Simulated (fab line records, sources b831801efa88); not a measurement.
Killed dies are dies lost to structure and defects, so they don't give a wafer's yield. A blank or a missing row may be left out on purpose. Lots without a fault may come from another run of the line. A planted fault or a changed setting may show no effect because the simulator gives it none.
Which tool did it? | flow gf180mcu | 14 lots, 42 wafers sampled, at 2 steps of a route of 602

WHAT THE GAUGES READ, wafer by wafer
GF_CONTACT_CD_MEAS_14: target cd 220 nm.
lot  | measured     | on        | cd_nm (nm)
L634 | day 16 05:05 | cd_sem-01 | 219.6 218.6 219.3
L635 | day 16 08:59 | cd_sem-01 | 220.2 221.0 220.6
L636 | day 16 18:10 | cd_sem-02 | 219.5 218.2 218.6
L637 | day 17 03:01 | cd_sem-02 | 221.0 220.3 218.5
L639 | day 17 20:10 | cd_sem-02 | 220.5 220.9 221.2
L640 | day 18 05:12 | cd_sem-01 | 222.1 221.3 221.7
L642 | day 19 03:25 | cd_sem-02 | 219.5 220.0 220.2
L644 | day 19 22:58 | cd_sem-01 | 221.8 223.8 222.1
L646 | day 20 16:51 | cd_sem-02 | 218.6 220.9 218.9
L647 | day 20 17:47 | cd_sem-02 | 220.9 219.1 219.4
L648 | day 21 23:33 | cd_sem-02 | 219.0 219.8 219.1
L650 | day 22 10:09 | cd_sem-02 | 218.0 219.2 219.1
L656 | day 24 10:14 | cd_sem-02 | 221.5 220.8 221.7
L657 | day 24 18:21 | cd_sem-02 | 220.4 220.0 219.8

WHICH TOOL RAN EACH LOT (tool, then ch and the chambers of the sampled wafers, then the start)
lot  | GF_LVPWELL_EXPOSE_04
L634 | iline_stepper-02 ch 0, day 3 14:40
L635 | iline_stepper-01 ch 0, day 3 20:33
L636 | iline_stepper-01 ch 0, day 4 01:31
L637 | iline_stepper-01 ch 0, day 4 08:05
L639 | iline_stepper-02 ch 0, day 4 17:49
L640 | iline_stepper-01 ch 0, day 4 23:17
L642 | iline_stepper-01 ch 0, day 5 10:02
L644 | iline_stepper-02 ch 0, day 5 16:04
L646 | iline_stepper-02 ch 0, day 6 04:44
L647 | iline_stepper-01 ch 0, day 6 06:41
L648 | iline_stepper-02 ch 0, day 7 05:40
L650 | iline_stepper-01 ch 0, day 7 10:23
L656 | iline_stepper-01 ch 0, day 8 23:40
L657 | iline_stepper-02 ch 0, day 9 00:02
- GF_LVPWELL_EXPOSE_04: exposes mask LVPWELL, target cd 600 nm.

WHAT THE TOOLS THEMSELVES READ (means of the sampled wafers that have a number; where no wafer has one, the mark that the record gives instead)
GF_LVPWELL_EXPOSE_04.
lot  | tool             | exposure_dose_mJ_cm2
L634 | iline_stepper-02 | 260.04
L635 | iline_stepper-01 | 259.89
L636 | iline_stepper-01 | 259.98
L637 | iline_stepper-01 | 259.72
L639 | iline_stepper-02 | 259.97
L640 | iline_stepper-01 | 259.71
L642 | iline_stepper-01 | 259.77
L644 | iline_stepper-02 | 259.97
L646 | iline_stepper-02 | 260.26
L647 | iline_stepper-01 | 259.96
L648 | iline_stepper-02 | 260.17
L650 | iline_stepper-01 | 227.08
L656 | iline_stepper-01 | 227.25
L657 | iline_stepper-02 | 259.89

THE ANSWER, worked out from the rows above alone
Rule: what is usual is taken from the lots themselves. Put in order of their means at a reading, lots are off if they are a third of the lots or fewer, leave a main group of 4 or more, and stand apart from it by a gap of 3 or more times the standard deviation of the main group's means; of several such gaps the widest counts. A main group whose means are all the same, to the digits that the tables above print for the reading, isn't used. A lot without any number at a reading at which 4 lots or more have one is off too. The other lots that the step has rows for count as sound. The gauges are gone through in route order, then the tools' own readings, and for those a lot's mean is taken as printed above. The first step at which some lot is off is used, and at that step the reading that is off furthest; a lot without a number counts as furthest.
Off: L650, L656, at GF_LVPWELL_EXPOSE_04 (exposure_dose_mJ_cm2). The main group: mean 259.94, standard deviation 0.16.
A tool fits if, at that step or a process step before it, it ran every lot that is off, and no sound lot after the first of them. One fits: iline_stepper-01 at GF_LVPWELL_EXPOSE_04. Its last sound lot is L647 (day 6 06:41), its first lot that is off L650 (day 7 10:23): a fault that began between those two fits.
The tool's own readings at GF_LVPWELL_EXPOSE_04 bear it out: on the lots that are off they differ by more than 5 times the standard deviation of the sound lots' means. exposure_dose_mJ_cm2 reads 227.17 there against 259.94 on the sound lots.

WHAT THE SIMULATOR HAD PUT IN
Process parameter drift: iline_stepper-01, from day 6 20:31 on, at GF_LVPWELL_EXPOSE_04. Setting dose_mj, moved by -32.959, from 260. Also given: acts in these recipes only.
Lots struck among those shown: L650, L656. The rule above found the same.
